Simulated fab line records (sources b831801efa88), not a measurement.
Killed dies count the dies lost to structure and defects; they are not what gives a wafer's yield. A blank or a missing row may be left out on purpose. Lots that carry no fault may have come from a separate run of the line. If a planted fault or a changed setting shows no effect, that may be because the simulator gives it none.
Matching of chambers || flow sky130 || SKY_POLY_GATE_ETCH_17 on rieSi-01: 4 sister chambers
The step etches poly-Si in HBr/Cl2, stops on SiO2, target depth 180 nm, time 70.5 s. 18 wafers are shown with their chamber, then 9 later ones without.

== WAFERS PAIRED WITH THEIR CHAMBERS ==
{"wafer": "L415.2", "chamber": 2, "drypumpMotorCurrentA (A)": 5.6, "heBacksideLeakSccm (sccm)": 2.4, "throttleValvePct (%)": 33.673}
{"wafer": "L415.3", "chamber": 0, "drypumpMotorCurrentA (A)": 6.5, "heBacksideLeakSccm (sccm)": 2.7, "throttleValvePct (%)": 33.699}
{"wafer": "L415.5", "chamber": 2, "drypumpMotorCurrentA (A)": 5.6, "heBacksideLeakSccm (sccm)": 2.4, "throttleValvePct (%)": 33.695}
{"wafer": "L416.1", "chamber": 0, "drypumpMotorCurrentA (A)": 6.5, "heBacksideLeakSccm (sccm)": 2.6, "throttleValvePct (%)": 33.671}
{"wafer": "L416.5", "chamber": 0, "drypumpMotorCurrentA (A)": 6.5, "heBacksideLeakSccm (sccm)": 2.5, "throttleValvePct (%)": 33.673}
{"wafer": "L416.6", "chamber": 3, "drypumpMotorCurrentA (A)": 5.6, "heBacksideLeakSccm (sccm)": 2.6, "throttleValvePct (%)": 33.683}
{"wafer": "L418.2", "chamber": 0, "drypumpMotorCurrentA (A)": 6.5, "heBacksideLeakSccm (sccm)": 2.4, "throttleValvePct (%)": 33.693}
{"wafer": "L418.4", "chamber": 2, "drypumpMotorCurrentA (A)": 5.6, "heBacksideLeakSccm (sccm)": 2.3, "throttleValvePct (%)": 33.685}
{"wafer": "L418.5", "chamber": 0, "drypumpMotorCurrentA (A)": 6.5, "heBacksideLeakSccm (sccm)": 2.4, "throttleValvePct (%)": 33.692}
{"wafer": "L420.1", "chamber": 1, "drypumpMotorCurrentA (A)": 6.0, "heBacksideLeakSccm (sccm)": 2.4, "throttleValvePct (%)": 33.702}
{"wafer": "L420.4", "chamber": 0, "drypumpMotorCurrentA (A)": 6.5, "heBacksideLeakSccm (sccm)": 2.7, "throttleValvePct (%)": 33.685}
{"wafer": "L420.6", "chamber": 0, "drypumpMotorCurrentA (A)": 6.6, "heBacksideLeakSccm (sccm)": 2.7, "throttleValvePct (%)": 33.688}
{"wafer": "L423.2", "chamber": 0, "drypumpMotorCurrentA (A)": 6.5, "heBacksideLeakSccm (sccm)": 2.5, "throttleValvePct (%)": 33.692}
{"wafer": "L423.5", "chamber": 0, "drypumpMotorCurrentA (A)": 6.5, "heBacksideLeakSccm (sccm)": 2.8, "throttleValvePct (%)": 33.692}
{"wafer": "L423.6", "chamber": 3, "drypumpMotorCurrentA (A)": 5.6, "heBacksideLeakSccm (sccm)": 2.7, "throttleValvePct (%)": 33.674}
{"wafer": "L424.2", "chamber": 2, "drypumpMotorCurrentA (A)": 5.6, "heBacksideLeakSccm (sccm)": 2.2, "throttleValvePct (%)": 33.697}
{"wafer": "L424.4", "chamber": 1, "drypumpMotorCurrentA (A)": 6.0, "heBacksideLeakSccm (sccm)": 2.4, "throttleValvePct (%)": 33.694}
{"wafer": "L424.6", "chamber": 0, "drypumpMotorCurrentA (A)": 6.5, "heBacksideLeakSccm (sccm)": 2.7, "throttleValvePct (%)": 33.678}

SIGNATURES (averages over the wafers above)
{"reading": "drypumpMotorCurrentA", "chamber 0": 6.510, "chamber 1": 6.000, "chamber 2": 5.600, "chamber 3": 5.600, "scatter within a chamber": 0.0254}
{"reading": "heBacksideLeakSccm", "chamber 0": 2.600, "chamber 1": 2.400, "chamber 2": 2.325, "chamber 3": 2.650, "scatter within a chamber": 0.123}
{"reading": "throttleValvePct", "chamber 0": 33.68630, "chamber 1": 33.69800, "chamber 2": 33.68750, "chamber 3": 33.67850, "scatter within a chamber": 0.00935}
Rule: for a wafer and a chamber, the distance is found by dividing, reading by reading, the gap between the wafer's reading and the chamber's mean by the reading's scatter, squaring, summing and taking the root. The wafer belongs to the nearest chamber; if the next one is less than 2 further off, it can't be placed. The scatter: the root of (the sum of the squares of (reading less its chamber's mean) over the shown wafers, divided by (wafers less chambers)).

== WAFERS WHOSE CHAMBER IS MISSING ==
{"wafer": "L425.1", "drypumpMotorCurrentA (A)": 6.5, "heBacksideLeakSccm (sccm)": 2.8, "throttleValvePct (%)": 33.678}
{"wafer": "L425.3", "drypumpMotorCurrentA (A)": 5.6, "heBacksideLeakSccm (sccm)": 2.5, "throttleValvePct (%)": 33.673}
{"wafer": "L425.4", "drypumpMotorCurrentA (A)": 6.0, "heBacksideLeakSccm (sccm)": 2.4, "throttleValvePct (%)": 33.673}
{"wafer": "L426.3", "drypumpMotorCurrentA (A)": 6.0, "heBacksideLeakSccm (sccm)": 2.3, "throttleValvePct (%)": 33.698}
{"wafer": "L426.5", "drypumpMotorCurrentA (A)": 5.6, "heBacksideLeakSccm (sccm)": 2.4, "throttleValvePct (%)": 33.689}
{"wafer": "L426.6", "drypumpMotorCurrentA (A)": 5.6, "heBacksideLeakSccm (sccm)": 2.6, "throttleValvePct (%)": 33.679}
{"wafer": "L433.1", "drypumpMotorCurrentA (A)": 5.6, "heBacksideLeakSccm (sccm)": 2.4, "throttleValvePct (%)": 33.689}
{"wafer": "L433.3", "drypumpMotorCurrentA (A)": 5.6, "heBacksideLeakSccm (sccm)": 2.7, "throttleValvePct (%)": 33.689}
{"wafer": "L433.6", "drypumpMotorCurrentA (A)": 6.5, "heBacksideLeakSccm (sccm)": 2.6, "throttleValvePct (%)": 33.690}

== WHICH CHAMBER EACH WENT THROUGH ==
{"wafer": "L425.1", "from the rows above": 0, "in truth": 0}
{"wafer": "L425.3", "from the rows above": "can't be placed: 3 or 2", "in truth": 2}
{"wafer": "L425.4", "from the rows above": 1, "in truth": 1}
{"wafer": "L426.3", "from the rows above": 1, "in truth": 1}
{"wafer": "L426.5", "from the rows above": "can't be placed: 2 or 3", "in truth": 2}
{"wafer": "L426.6", "from the rows above": 3, "in truth": 3}
{"wafer": "L433.1", "from the rows above": "can't be placed: 2 or 3", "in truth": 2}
{"wafer": "L433.3", "from the rows above": "can't be placed: 3 or 2", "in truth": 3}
{"wafer": "L433.6", "from the rows above": 0, "in truth": 0}
Correctly placed: 5 of 9. Not placeable from these rows: 4 (in 4, the candidates include the true chamber). Placed wrongly: 0.
